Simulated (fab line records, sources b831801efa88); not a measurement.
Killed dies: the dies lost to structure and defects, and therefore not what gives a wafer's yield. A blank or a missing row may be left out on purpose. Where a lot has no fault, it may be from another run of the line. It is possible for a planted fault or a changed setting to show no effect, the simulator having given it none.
Shared-tool check | flow gf180mcu | 11 lots, 33 wafers sampled

WHY THIS WAS OPENED
Of 11 lots, 2 have the reading V4_W_RS flagged at GF_V4_RS_MEAS_24. Fault-free wafers read 0.333 ohm/sq, with a standard deviation of 0.004.
Rule: a lot is flagged in two cases, either no wafer of it has a number, or all its wafers with numbers fall more than 4 standard deviations from that mean. As for the other lots, they are considered sound.

lot  | measured     | on            | V4_W_RS (ohm/sq), wafer by wafer | flag
L936 | day 24 10:13 | film-metro-04 | 0.332 0.328 0.330                |
L937 | day 25 02:58 | film-metro-01 | 0.323 0.333 0.329                |
L940 | day 25 20:31 | film-metro-01 | 0.339 0.329 0.334                |
L941 | day 26 05:37 | film-metro-01 | 0.328 0.329 0.329                |
L943 | day 27 04:07 | film-metro-04 | 0.335 0.329 0.337                |
L945 | day 27 11:28 | film-metro-01 | 0.329 0.335 0.329                |
L944 | day 27 13:58 | film-metro-03 | 0.332 0.337 0.330                |
L951 | day 29 02:07 | film-metro-04 | 0.332 0.333 0.333                |
L952 | day 29 06:27 | film-metro-03 | 0.258 0.255 0.258                | FLAGGED
L954 | day 30 01:13 | film-metro-04 | 0.260 0.256 0.258                | FLAGGED
L958 | day 30 23:23 | film-metro-03 | 0.322 0.324 0.330                |
The mean of the flagged lots' numbers is 0.258 ohm/sq, -0.076 ohm/sq from the usual (-19 standard deviations).

WHICH TOOL EACH LOT WENT THROUGH
2 process steps preceding the reading are held in the record, out of 602 steps in the route. Every cell lists first the tool, next ch and the chambers used by the sampled wafers, and last the start.
lot  | flag    | GF_V4_CMP_04                  | GF_V4_CVD_23
L936 |         | cmp-02 ch 2,3, day 23 11:11   | cvd-w-01 ch 0,1, day 24 10:05
L937 |         | cmp-01 ch 0,2,3, day 24 03:47 | cvd-w-02 ch 0,1, day 25 02:50
L940 |         | cmp-01 ch 0,1,2, day 24 22:12 | cvd-w-02 ch 0,1, day 25 20:25
L941 |         | cmp-01 ch 0,1,2, day 25 07:11 | cvd-w-02 ch 1, day 26 05:26
L943 |         | cmp-01 ch 1,2,3, day 26 05:47 | cvd-w-02 ch 0,1, day 27 03:59
L945 |         | cmp-01 ch 1,3, day 26 13:50   | cvd-w-02 ch 0,1, day 27 11:22
L944 |         | cmp-02 ch 1,2,3, day 26 15:55 | cvd-w-02 ch 0,1, day 27 13:49
L951 |         | cmp-01 ch 1,2,3, day 28 05:30 | cvd-w-01 ch 0,1, day 29 01:59
L952 | FLAGGED | cmp-02 ch 0,2,3, day 28 09:45 | cvd-w-01 ch 0,1, day 29 06:20
L954 | FLAGGED | cmp-01 ch 0,2,3, day 29 04:37 | cvd-w-01 ch 0,1, day 30 01:07
L958 |         | cmp-01 ch 0,2,3, day 30 03:26 | cvd-w-02 ch 0,1, day 30 23:17
What the steps here do:
- GF_V4_CMP_04: polishes SiO2.
- GF_V4_CVD_23: deposits W, target thk 350 nm, time 104.9 s.
- GF_V4_RS_MEAS_24: measures by four-point-probe.

FLAGGED AGAINST TOTAL, ONE TOOL AT A TIME (gauges that did the reading follow at the end)
step             | tool          | lots run | flagged | share of the flagged lots | sound lots run after its first flagged lot
GF_V4_CMP_04     | cmp-01        | 8        | 1       | some                      | 1 (L958)
GF_V4_CMP_04     | cmp-02        | 3        | 1       | some                      | 0
GF_V4_CVD_23     | cvd-w-01      | 4        | 2       | all                       | 0
GF_V4_CVD_23     | cvd-w-02      | 7        | 0       | none                      | -
GF_V4_RS_MEAS_24 | film-metro-01 | 4        | 0       | none                      | -
GF_V4_RS_MEAS_24 | film-metro-03 | 3        | 1       | some                      | 1 (L958)
GF_V4_RS_MEAS_24 | film-metro-04 | 4        | 1       | some                      | 0

WHAT THE TABLE ALLOWS
Rows of the table that ran each flagged lot: 1, that is cvd-w-01 at GF_V4_CVD_23.
- cvd-w-01 at GF_V4_CVD_23 ran 4 lots, 2 of them flagged. It ran its last sound lot, L951, at day 29 01:59 and its first flagged lot, L952, at day 29 06:20: a fault with its onset between the two fits. Its own readings lie more than 4 standard deviations out on every wafer of the flagged lots: chamber-pressure-Torr.
One tool is left: cvd-w-01 at GF_V4_CVD_23.

WHAT WAS PUT IN BY THE SIMULATOR
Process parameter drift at GF_V4_CVD_23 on cvd-w-01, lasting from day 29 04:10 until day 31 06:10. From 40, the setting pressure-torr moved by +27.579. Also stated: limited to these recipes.
Struck lots among those shown: L952, L954. The same result came from the rule above.
